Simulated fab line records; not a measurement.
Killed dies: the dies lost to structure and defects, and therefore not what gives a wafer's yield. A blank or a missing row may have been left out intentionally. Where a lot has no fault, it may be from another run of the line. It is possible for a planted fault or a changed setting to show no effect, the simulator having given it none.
Struck lot and sound lot, side by side + flow sky130 + 19 steps out of a route of 708
Sound: wafers L576.2, L576.4, L576.5. Struck: wafers L584.4, L584.5, L584.6. The cause comes at the end.
Order at every step that has rows: each side's tool, ch and its chambers, its first start. Under that, the readings that differ: sound wafers + struck wafers + difference of the means + sigmas: that difference in standard deviations of wafers without a fault.
alike: readings with means less than 2 such deviations apart, plus words and numbers identical on both sides. not compared: withheld readings, readings lacking a value on some wafer, bounds such as >300 that could conceal the same value, and numbers that have no deviation in the record and whose values overlap.
Wherever a step has rows on one side only, a row that says differs or no value, or a row with sigmas, the two part there. When numbers do not overlap yet have no deviation, they are printed without sigmas and do not part them. Lack of a reading on every wafer of one side parts them only where that side has two or more wafers.

first, 4 steps without rows for these wafers: SKY_VT_ADJUST_LVTN_SOFTBAKE_14 (time 60 s); SKY_VT_ADJUST_LVTN_EXPOSE_15 (exposes mask HVN STD DERIVED, target cd 600 nm); SKY_VT_ADJUST_LVTN_PEB_16; SKY_VT_ADJUST_LVTN_DEVELOP_17 (develop time 60 s).
SKY_VT_ADJUST_LVTN_OVL_MEAS_18:
  sound on overlay-02, day 9 07:06; struck on overlay-01, day 11 11:51
  alike: VT_ADJUST_LVTN_01_OVL
after that, 1 step had no rows for these wafers: SKY_VT_ADJUST_LVTN_IMPLANT_19.
SKY_VT_ADJUST_LVTN_STRIP_20: strips in O2/N2.
  sound on plasmaAsher-03 ch 0,1, day 9 07:17; struck on plasmaAsher-02 ch 0,1, day 11 12:03
  alike: drypumpMotorCurrentA, oesProductAu, stripTimeToEndpointS
  not compared: rfHoursCounterH
SKY_VT_ADJUST_LVTN_TW_MEAS_21:
  sound on filmMetro-01, day 9 07:23; struck on filmMetro-02, day 11 12:09
  alike: VT_ADJUST_LVTN_2_TW
then, 4 steps without rows for these wafers: SKY_VT_ADJUST_NCORE_DEHYDRATE_00 (time 60 s); SKY_VT_ADJUST_NCORE_HMDS_01 (prime time 60 s); SKY_VT_ADJUST_NCORE_COAT_02 (resist thk 1140 nm); SKY_VT_ADJUST_NCORE_SOFTBAKE_03 (time 60 s).
SKY_VT_ADJUST_NCORE_EXPOSE_04: exposes mask LVTN COMPLEMENT THIN, target cd 380 nm.
  sound on ilineStepper-01 ch 0, day 9 17:49; struck on ilineStepper-02 ch 0, day 12 00:52
| reading                               | sound             | struck            | difference | sigmas |
|---------------------------------------|-------------------|-------------------|------------|--------|
| model.VT_ADJUST_NCORE.overlayXNm (nm) | 1.113 1.113 1.113 | 152.5 152.5 152.5 | +151.4     |        |
  alike: mask, exposureDoseMJCm2
then, 2 steps without rows for these wafers: SKY_VT_ADJUST_NCORE_PEB_05; SKY_VT_ADJUST_NCORE_DEVELOP_06 (develop time 60 s).
SKY_VT_ADJUST_NCORE_CD_MEAS_07: target cd 380 nm.
  sound on cdSem-01, day 10 05:11; struck on cdSem-02, day 12 12:12
  alike: cdNm
SKY_VT_ADJUST_NCORE_OVL_MEAS_08:
  sound on overlay-02, day 10 05:17; struck on overlay-01, day 12 12:17
| reading                  | sound        | struck            | difference | sigmas      |
|--------------------------|--------------|-------------------|------------|-------------|
| VT_ADJUST_NCORE_OVL (nm) | 0.0 0.2 -0.5 | 152.5 154.6 153.7 | +153.7     | +99 or more |
after that, 1 step had no rows for these wafers: SKY_VT_ADJUST_NCORE_IMPLANT_09.
-- a jump in the record: the struck wafers' starts before and after are 37 days apart (it breaks off in module VT_ADJUST_NCORE and resumes in module PAD_OPEN, where the first step shown is number 708 of the route) --
SKY_PAD_OPEN_PROBE_99:
  sound on prober-02, day 47 00:32; struck on prober-02, day 49 02:36
| reading                              | sound                | struck              | difference | sigmas |
|--------------------------------------|----------------------|---------------------|------------|--------|
| model.etest.sramNfetPass.driveUaUm   | 474.5 496 485        | 526.1 516.1 520.1   | +35.6      |        |
| model.etest.sramNfetPass.offLog10AUm | -12.66 -12.52 -12.53 | -12.4 -12.32 -12.39 | +0.2       |        |
| model.etest.sramNfetPass.vtSatV (V)  | 0.5717 0.5496 0.5601 | 0.529 0.5278 0.5295 | -0.032     |        |
  alike: killed_at_M0_to_M3, killed_at_M4_up, killedAtContacts, killedAtFrontEnd, killedAtOther, killedDies, killedOpen, killedShort
  not compared: model.etest.sramNfetPass.vtV

== WHERE THEY PART ==
SKY_VT_ADJUST_NCORE_OVL_MEAS_08 only, going by this record. Later steps at which nothing parts them and some readings are alike: SKY_PAD_OPEN_PROBE_99.

WHY: what the simulator had put in
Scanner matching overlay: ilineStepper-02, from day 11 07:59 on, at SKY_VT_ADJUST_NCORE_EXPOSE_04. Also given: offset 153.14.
